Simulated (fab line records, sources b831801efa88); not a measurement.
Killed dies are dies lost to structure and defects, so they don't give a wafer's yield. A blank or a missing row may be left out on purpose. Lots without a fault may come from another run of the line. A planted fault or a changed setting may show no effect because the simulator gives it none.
fab line records | flow gf180mcu
record lots=24 wafers=72 last_day=34
route steps=602 shown SALICIDE@283 CONTACT@288 V2@383 M3@410 TOP_METAL@582
lots that met no fault: from a run of the same line without faults
start_h: hours from the record's first day to the start of the lot's first wafer shown | wait_h: hours since the lot's step before | " the same as in the row above | L1.1+2: a row that stands for several wafers | - no value, or no start given | * or withheld: withheld | < > ~ a bound
route shown NAME@n: a module of which the file shows steps, and the number in the route of the first | usual: mean/standard deviation of fault-free wafers | same: alike in all rows | chamber/n: place in a boat | sites: the reading at each site | _std_site: their standard deviation | _edge_site: outer sites' mean less inner sites' | radius_mm: how far each site lies from the wafer's centre | mask NAME#n: copy n | behind: the tool/chamber that last shaped the wafer | hold: why the lot was held/for how many hours/how that ended | device: the transistor (n, p or np) that didn't switch | end of line: the same wafers' tests at the end of the route | a step without rows: its recipe alone | killed: dies lost to structure and defects at the first sort, not the wafer's yield | map: a wafer's dies, x killed, . not, _ none there
set.NAME: the setting as run; set.NAME@STEP: as run at that earlier step | model.NAME: the simulator's own value behind a step, which no gauge read
steps of the route over a sample of lots; a table a step, a row a wafer
services: from which hour (start_h, from the record's first day; less than 0 if before it) a tool's chamber was out of use, for how many hours, and why
## steps
# step GF_SALICIDE_THK_MEAS_05
# recipe thk_meas_gauge=xrf reads=TiN_of_SALICIDE_SPUTTER_03
# usual SALICIDE_TIN_THK=19.75/0.24
# columns lot.wafer tool chamber start_h wait_h SALICIDE_TIN_THK[nm]
L074.1 film_metro-02 - 339.14 0.1 19.41
L074.5 " - " " 19.32
L074.6 " - " " 19.53
L075.2 film_metro-01 - 343.22 0.1 19.96
L075.4 " - " " 19.76
L075.6 " - " " 19.85
L076.1 film_metro-01 - 353.17 0.1 19.54
L076.4 " - " " 19.60
L076.5 " - " " 19.59
L077.3 film_metro-02 - 361.08 0.1 19.75
L077.4 " - " " 19.75
L077.6 " - " " 19.71
L078.2 film_metro-02 - 372.09 0.1 20.25
L078.3 " - " " 20.15
L078.5 " - " " 20.12
L079.3 film_metro-03 - 387.14 0.1 19.94
L079.4 " - " " 20.00
L079.6 " - " " 20.01
L080.4 film_metro-01 - 393.75 0.1 19.79
L080.5 " - " " 19.45
L080.6 " - " " 19.73
L081.2 film_metro-01 - 404.83 0.1 19.28
L081.4 " - " " 19.95
L081.5 " - " " 19.79
L082.4 film_metro-02 - 410.35 0.1 19.46
L082.5 " - " " 19.87
L082.6 " - " " 19.44
L083.4 film_metro-02 - 416.62 0.1 19.58
L083.5 " - " " 19.90
L083.6 " - " " 19.52
L084.1 film_metro-02 - 431.77 0.1 19.45
L084.3 " - " " 19.56
L084.4 " - " " 19.64
L085.1 film_metro-01 - 448.41 0.1 19.80
L085.3 " - " " 19.55
L085.5 " - " " 19.61
L086.4 film_metro-01 - 460.75 0.1 19.82
L086.5 " - " " 19.73
L086.6 " - " " 19.59
L087.3 film_metro-03 - 464.41 0.1 20.08
L087.4 " - " " 20.07
L087.5 " - " " 20.17
L088.2 film_metro-01 - 468.99 0.1 20.09
L088.3 " - " " 19.60
L088.5 " - " " 19.98
L089.1 film_metro-02 - 479.47 0.1 19.40
L089.2 " - " " 19.39
L089.3 " - " " 19.28
L090.1 film_metro-03 - 483.51 0.1 20.02
L090.4 " - " " 19.90
L090.6 " - " " 19.57
L091.3 film_metro-02 - 495.75 0.1 19.99
L091.4 " - " " 19.95
L091.6 " - " " 19.84
L092.1 film_metro-01 - 500.03 0.1 19.83
L092.4 " - " " 19.67
L092.6 " - " " 19.66
L093.3 film_metro-01 - 500.91 0.1 19.75
L093.4 " - " " 19.62
L093.6 " - " " 19.79
L094.1 film_metro-02 - 509.58 0.1 19.39
L094.2 " - " " 19.74
L094.4 " - " " 19.66
L095.2 film_metro-02 - 514.79 0.1 19.62
L095.5 " - " " 19.97
L095.6 " - " " 19.54
L096.3 film_metro-02 - 525.29 0.1 19.93
L096.4 " - " " 19.79
L096.6 " - " " 19.96
L097.3 film_metro-03 - 530.85 0.1 19.99
L097.4 " - " " 20.16
L097.5 " - " " 20.08
# step GF_CONTACT_THK_MEAS_01
# recipe reads=SiO2_of_CONTACT_CVD_00
# usual CONTACT_CVD_00_THK=298.1/3
# columns lot.wafer tool chamber start_h wait_h CONTACT_CVD_00_THK[nm]
L074.1 film_metro-01 - 339.55 0.0 300.6
L074.5 " - " " 302.5
L074.6 " - " " 299.6
L075.2 film_metro-01 - 343.61 0.0 302.9
L075.4 " - " " 297.8
L075.6 " - " " 299.2
L076.1 film_metro-01 - 353.57 0.0 298.5
L076.4 " - " " 295.8
L076.5 " - " " 295.8
L077.3 film_metro-01 - 361.50 0.0 298.1
L077.4 " - " " 300.2
L077.6 " - " " 302.0
L078.2 film_metro-01 - 372.51 0.1 297.9
L078.3 " - " " 298.1
L078.5 " - " " 295.4
L079.3 film_metro-03 - 387.64 0.0 298.4
L079.4 " - " " 300.9
L079.6 " - " " 298.3
L080.4 film_metro-01 - 394.15 0.0 296.7
L080.5 " - " " 295.5
L080.6 " - " " 298.1
L081.2 film_metro-01 - 405.23 0.0 296.1
L081.4 " - " " 295.8
L081.5 " - " " 296.2
L082.4 film_metro-03 - 410.76 0.0 298.6
L082.5 " - " " 293.1
L082.6 " - " " 297.1
L083.4 film_metro-03 - 417.01 0.0 296.7
L083.5 " - " " 298.0
L083.6 " - " " 298.8
L084.1 film_metro-03 - 432.27 0.0 288.8
L084.3 " - " " 300.1
L084.4 " - " " 290.2
L085.1 film_metro-04 - 448.82 0.0 299.8
L085.3 " - " " 304.4
L085.5 " - " " 300.2
L086.4 film_metro-03 - 461.16 0.0 305.0
L086.5 " - " " 298.6
L086.6 " - " " 299.0
L087.3 film_metro-01 - 464.81 0.0 300.4
L087.4 " - " " 302.4
L087.5 " - " " 300.7
L088.2 film_metro-01 - 469.39 0.0 296.8
L088.3 " - " " 299.8
L088.5 " - " " 298.1
L089.1 film_metro-03 - 479.88 0.0 301.8
L089.2 " - " " 299.5
L089.3 " - " " 298.2
L090.1 film_metro-04 - 483.91 0.0 295.7
L090.4 " - " " 290.9
L090.6 " - " " 299.5
L091.3 film_metro-01 - 496.15 0.0 297.0
L091.4 " - " " 294.8
L091.6 " - " " 300.0
L092.1 film_metro-01 - 500.43 0.0 302.3
L092.4 " - " " 301.1
L092.6 " - " " 299.6
L093.3 film_metro-04 - 501.32 0.0 298.0
L093.4 " - " " 295.4
L093.6 " - " " 296.5
L094.1 film_metro-01 - 509.99 0.0 301.6
L094.2 " - " " 298.1
L094.4 " - " " 295.0
L095.2 film_metro-03 - 515.19 0.0 295.7
L095.5 " - " " 295.3
L095.6 " - " " 298.4
L096.3 film_metro-04 - 525.69 0.0 300.1
L096.4 " - " " 301.9
L096.6 " - " " 301.1
L097.3 film_metro-04 - 531.26 0.0 300.6
L097.4 " - " " 299.9
L097.5 " - " " 296.9
# step GF_V2_THK_MEAS_01
# recipe reads=SiO2_of_V2_CVD_00
# usual V2_CVD_00_THK=601/6.3
# columns lot.wafer tool chamber start_h wait_h V2_CVD_00_THK[nm]
L074.1 film_metro-03 - 436.27 0.0 597
L074.5 " - " " 593
L074.6 " - " " 603
L075.2 film_metro-01 - 440.94 0.0 592
L075.4 " - " " 601
L075.6 " - " " 594
L076.1 film_metro-04 - 452.34 0.0 602
L076.4 " - " " 611
L076.5 " - " " 607
L077.3 film_metro-03 - 459.64 0.1 602
L077.4 " - " " 607
L077.6 " - " " 602
L078.2 film_metro-03 - 471.41 0.1 616
L078.3 " - " " 615
L078.5 " - " " 617
L079.3 film_metro-03 - 488.71 0.1 600
L079.4 " - " " 600
L079.6 " - " " 597
L080.4 film_metro-03 - 495.66 0.0 606
L080.5 " - " " 605
L080.6 " - " " 604
L081.2 film_metro-04 - 505.87 0.0 603
L081.4 " - " " 604
L081.5 " - " " 608
L082.4 film_metro-03 - 511.71 0.0 599
L082.5 " - " " 595
L082.6 " - " " 605
L083.4 film_metro-01 - 519.31 0.0 589
L083.5 " - " " 594
L083.6 " - " " 600
L084.1 film_metro-04 - 531.78 0.0 608
L084.3 " - " " 605
L084.4 " - " " 598
L085.1 film_metro-03 - 548.25 0.0 591
L085.3 " - " " 600
L085.5 " - " " 598
L086.4 film_metro-01 - 561.08 0.0 592
L086.5 " - " " 597
L086.6 " - " " 592
L087.3 film_metro-04 - 563.90 0.1 591
L087.4 " - " " 596
L087.5 " - " " 601
L088.2 film_metro-01 - 567.03 0.0 597
L088.3 " - " " 599
L088.5 " - " " 603
L089.1 film_metro-03 - 577.12 0.0 593
L089.2 " - " " 600
L089.3 " - " " 603
L090.1 film_metro-03 - 580.38 0.0 590
L090.4 " - " " 598
L090.6 " - " " 592
L091.3 film_metro-03 - 591.24 0.1 594
L091.4 " - " " 615
L091.6 " - " " 602
L092.1 film_metro-03 - 595.71 0.0 599
L092.4 " - " " 604
L092.6 " - " " 596
L093.3 film_metro-01 - 597.56 0.1 601
L093.4 " - " " 599
L093.6 " - " " 590
L094.1 film_metro-03 - 604.93 0.0 606
L094.2 " - " " 594
L094.4 " - " " 597
L095.2 film_metro-04 - 609.25 0.0 600
L095.5 " - " " 600
L095.6 " - " " 595
L096.3 film_metro-04 - 619.01 0.1 600
L096.4 " - " " 596
L096.6 " - " " 611
L097.3 film_metro-01 - 623.45 0.1 595
L097.4 " - " " 597
L097.5 " - " " 594
# step GF_V2_CD_MEAS_14
# recipe target_cd_nm=260
# usual cd_nm=260.0/1.5
# columns lot.wafer tool chamber start_h wait_h cd_nm
L074.1 cd_sem-01 - 460.39 0.1 258.8
L074.5 " - " " 259.5
L074.6 " - " " 259.8
L075.2 cd_sem-01 - 465.36 0.1 259.5
L075.4 " - " " 260.2
L075.6 " - " " 259.8
L076.1 cd_sem-02 - 477.49 0.1 259.0
L076.4 " - " " 260.8
L076.5 " - " " 259.5
L077.3 cd_sem-02 - 484.29 0.1 261.5
L077.4 " - " " 261.5
L077.6 " - " " 261.1
L078.2 cd_sem-01 - 495.71 0.1 260.7
L078.3 " - " " 260.9
L078.5 " - " " 261.6
L079.3 cd_sem-02 - 512.63 0.1 260.6
L079.4 " - " " 260.5
L079.6 " - " " 259.8
L080.4 cd_sem-01 - 519.45 0.1 263.1
L080.5 " - " " 262.7
L080.6 " - " " 263.1
L081.2 cd_sem-01 - 529.81 0.1 260.0
L081.4 " - " " 260.9
L081.5 " - " " 259.9
L082.4 cd_sem-02 - 535.16 0.1 259.8
L082.5 " - " " 259.0
L082.6 " - " " 259.9
L083.4 cd_sem-01 - 542.25 0.1 258.6
L083.5 " - " " 258.7
L083.6 " - " " 259.2
L084.1 cd_sem-02 - 554.95 0.1 260.2
L084.3 " - " " 258.4
L084.4 " - " " 259.4
L085.1 cd_sem-02 - 570.65 0.1 259.8
L085.3 " - " " 259.8
L085.5 " - " " 259.0
L086.4 cd_sem-01 - 582.91 0.1 259.6
L086.5 " - " " 259.7
L086.6 " - " " 260.4
L087.3 cd_sem-02 - 586.38 0.1 257.9
L087.4 " - " " 256.9
L087.5 " - " " 257.0
L088.2 cd_sem-01 - 589.22 0.1 261.5
L088.3 " - " " 260.4
L088.5 " - " " 260.6
L089.1 cd_sem-02 - 599.30 0.1 257.8
L089.2 " - " " 257.5
L089.3 " - " " 258.5
L090.1 cd_sem-02 - 602.09 0.1 259.8
L090.4 " - " " 260.4
L090.6 " - " " 258.9
L091.3 cd_sem-01 - 612.43 0.1 259.6
L091.4 " - " " 260.2
L091.6 " - " " 258.7
L092.1 cd_sem-01 - 617.34 0.1 259.7
L092.4 " - " " 258.4
L092.6 " - " " 258.1
L093.3 cd_sem-02 - 619.68 0.1 261.9
L093.4 " - " " 262.5
L093.6 " - " " 262.0
L094.1 cd_sem-02 - 626.19 0.1 260.8
L094.2 " - " " 260.7
L094.4 " - " " 260.4
L095.2 cd_sem-01 - 630.96 0.1 258.3
L095.5 " - " " 260.1
L095.6 " - " " 259.1
L096.3 cd_sem-02 - 639.89 0.1 259.1
L096.4 " - " " 258.3
L096.6 " - " " 258.2
L097.3 cd_sem-01 - 644.04 0.1 261.7
L097.4 " - " " 262.6
L097.5 " - " " 262.1
# step GF_M3_SPUTTER_01
# recipe material=TiN target_thk_nm=30 power_w=6500 time_s=25 chamber_pressure_pa=0.4
# usual throttle_valve_pct=30.2/1.2
# columns lot.wafer tool chamber start_h wait_h throttle_valve_pct
L074.1 pvd_sputter-04 - 462.03 0.1 31.9
L074.5 " - " " 29.3
L074.6 " - " " 29.3
L075.2 pvd_sputter-02 - 466.96 0.1 29.8
L075.4 " - " " 31.7
L075.6 " - " " 31.8
L076.1 pvd_sputter-02 - 479.16 0.1 28.5
L076.4 " - " " 31.4
L076.5 " - " " 28.4
L077.3 pvd_sputter-02 - 485.86 0.1 31.3
L077.4 " - " " 28.4
L077.6 " - " " 28.5
L078.2 pvd_sputter-02 - 497.31 0.1 31.5
L078.3 " - " " 29.3
L078.5 " - " " 29.8
L079.3 pvd_sputter-01 - 514.20 0.1 28.8
L079.4 " - " " 32.2
L079.6 " - " " 29.2
L080.4 pvd_sputter-04 - 521.00 0.1 31.8
L080.5 " - " " 29.6
L080.6 " - " " 29.5
L081.2 pvd_sputter-02 - 531.45 0.1 31.3
L081.4 " - " " 31.5
L081.5 " - " " 31.2
L082.4 pvd_sputter-04 - 536.78 0.1 29.0
L082.5 " - " " 30.4
L082.6 " - " " 31.6
L083.4 pvd_sputter-02 - 543.95 0.1 31.4
L083.5 " - " " 29.8
L083.6 " - " " 31.7
L084.1 pvd_sputter-04 - 556.71 0.1 31.8
L084.3 " - " " 29.3
L084.4 " - " " 29.1
L085.1 pvd_sputter-02 - 572.27 0.1 28.6
L085.3 " - " " 31.5
L085.5 " - " " 29.8
L086.4 pvd_sputter-02 - 584.46 0.1 29.5
L086.5 " - " " 31.5
L086.6 " - " " 29.7
L087.3 pvd_sputter-04 - 587.99 0.1 30.3
L087.4 " - " " 29.3
L087.5 " - " " 29.5
L088.2 pvd_sputter-02 - 590.84 0.1 31.4
L088.3 " - " " 31.2
L088.5 " - " " 31.7
L089.1 pvd_sputter-02 - 600.93 0.1 31.6
L089.2 " - " " 29.7
L089.3 " - " " 28.2
L090.1 pvd_sputter-02 - 603.70 0.1 28.3
L090.4 " - " " 31.4
L090.6 " - " " 31.7
L091.3 pvd_sputter-01 - 614.29 0.1 29.9
L091.4 " - " " 32.6
L091.6 " - " " 28.6
L092.1 pvd_sputter-04 - 618.98 0.1 29.8
L092.4 " - " " 29.9
L092.6 " - " " 29.5
L093.3 pvd_sputter-02 - 621.28 0.1 29.6
L093.4 " - " " 31.5
L093.6 " - " " 31.5
L094.1 pvd_sputter-02 - 627.86 0.1 29.4
L094.2 " - " " 28.3
L094.4 " - " " 31.6
L095.2 pvd_sputter-04 - 632.55 0.1 30.5
L095.5 " - " " 29.6
L095.6 " - " " 31.8
L096.3 pvd_sputter-01 - 641.46 0.1 29.2
L096.4 " - " " 28.9
L096.6 " - " " 28.9
L097.3 pvd_sputter-01 - 645.61 0.1 32.1
L097.4 " - " " 28.9
L097.5 " - " " 30.0
# step GF_TOP_METAL_OVL_MEAS_15
# usual TOP_METAL_OVL=-0.7/1.3
# columns lot.wafer tool chamber start_h wait_h TOP_METAL_OVL[nm]
L074.1 overlay-02 - 648.71 0.1 -0.9
L074.5 " - " " 0.8
L074.6 " - " " -1.6
L075.2 overlay-01 - 651.51 0.1 -0.5
L075.4 " - " " -0.9
L075.6 " - " " -1.7
L076.1 overlay-02 - 662.47 0.1 0.5
L076.4 " - " " -0.9
L076.5 " - " " -0.9
L077.3 overlay-02 - 667.67 0.1 1.0
L077.4 " - " " 0.2
L077.6 " - " " 0.7
L078.2 overlay-01 - 678.11 0.1 -1.9
L078.3 " - " " -2.3
L078.5 " - " " -1.0
L079.3 overlay-01 - 692.83 0.1 -3.0
L079.4 " - " " -1.3
L079.6 " - " " -2.4
L080.4 overlay-02 - 699.02 0.1 -0.9
L080.5 " - " " 0.3
L080.6 " - " " -0.3
L081.2 overlay-02 - 703.56 0.1 -1.1
L081.4 " - " " -0.7
L081.5 " - " " -1.3
L082.4 overlay-01 - 710.49 0.1 -0.2
L082.5 " - " " -0.1
L082.6 " - " " 1.8
L083.4 overlay-01 - 713.77 0.1 1.3
L083.5 " - " " 0.3
L083.6 " - " " 1.7
L084.1 overlay-02 - 725.60 0.1 0.2
L084.3 " - " " 0.2
L084.4 " - " " -0.4
L085.1 overlay-01 - 736.45 0.1 -1.8
L085.3 " - " " -1.5
L085.5 " - " " -2.5
L086.4 overlay-01 - 749.07 0.1 -0.6
L086.5 " - " " -0.7
L086.6 " - " " 0.1
L087.3 overlay-01 - 751.07 0.1 -0.5
L087.4 " - " " -0.1
L087.5 " - " " -0.5
L088.2 overlay-01 - 752.28 0.1 -3.4
L088.3 " - " " -3.1
L088.5 " - " " -1.7
L089.1 overlay-01 - 760.97 0.1 -1.4
L089.2 " - " " -0.1
L089.3 " - " " -1.9
L090.1 overlay-02 - 763.00 0.1 0.3
L090.4 " - " " -1.3
L090.6 " - " " -0.4
L091.3 overlay-02 - 771.13 0.1 -1.5
L091.4 " - " " -1.1
L091.6 " - " " -0.7
L092.1 overlay-02 - 774.77 0.1 -3.7
L092.4 " - " " -2.7
L092.6 " - " " -2.7
L093.3 overlay-01 - 776.42 0.1 -1.6
L093.4 " - " " 0.6
L093.6 " - " " -2.3
L094.1 overlay-02 - 782.00 0.1 0.6
L094.2 " - " " -0.5
L094.4 " - " " 0.1
L095.2 overlay-01 - 785.63 0.1 -1.7
L095.5 " - " " -0.7
L095.6 " - " " -1.2
L096.3 overlay-02 - 792.32 0.1 -1.1
L096.4 " - " " -1.2
L096.6 " - " " -0.4
L097.3 overlay-02 - 796.27 0.1 0.2
L097.4 " - " " 0.3
L097.5 " - " " 1.2
## services
# columns tool chamber start_h hours kind
pvd_sputter-02 0 467.08 - consumable_replace:kit
pvd_sputter-02 0 467.08 18.0 scheduled_down
pvd_sputter-02 0 467.08 18.0 vent_cycle
pvd_sputter-01 2 469.72 - consumable_replace:kit
pvd_sputter-01 2 469.72 18.0 scheduled_down
pvd_sputter-01 2 469.72 18.0 vent_cycle
pvd_sputter-04 2 597.02 - consumable_replace:kit
pvd_sputter-04 2 597.02 18.0 scheduled_down
pvd_sputter-04 2 597.02 18.0 vent_cycle
pvd_sputter-01 - 598.81 3.0 repair
pvd_sputter-02 - 616.38 2.8 repair
pvd_sputter-01 - 621.42 2.4 repair
pvd_sputter-02 - 641.09 61.8 repair
## key
fault none
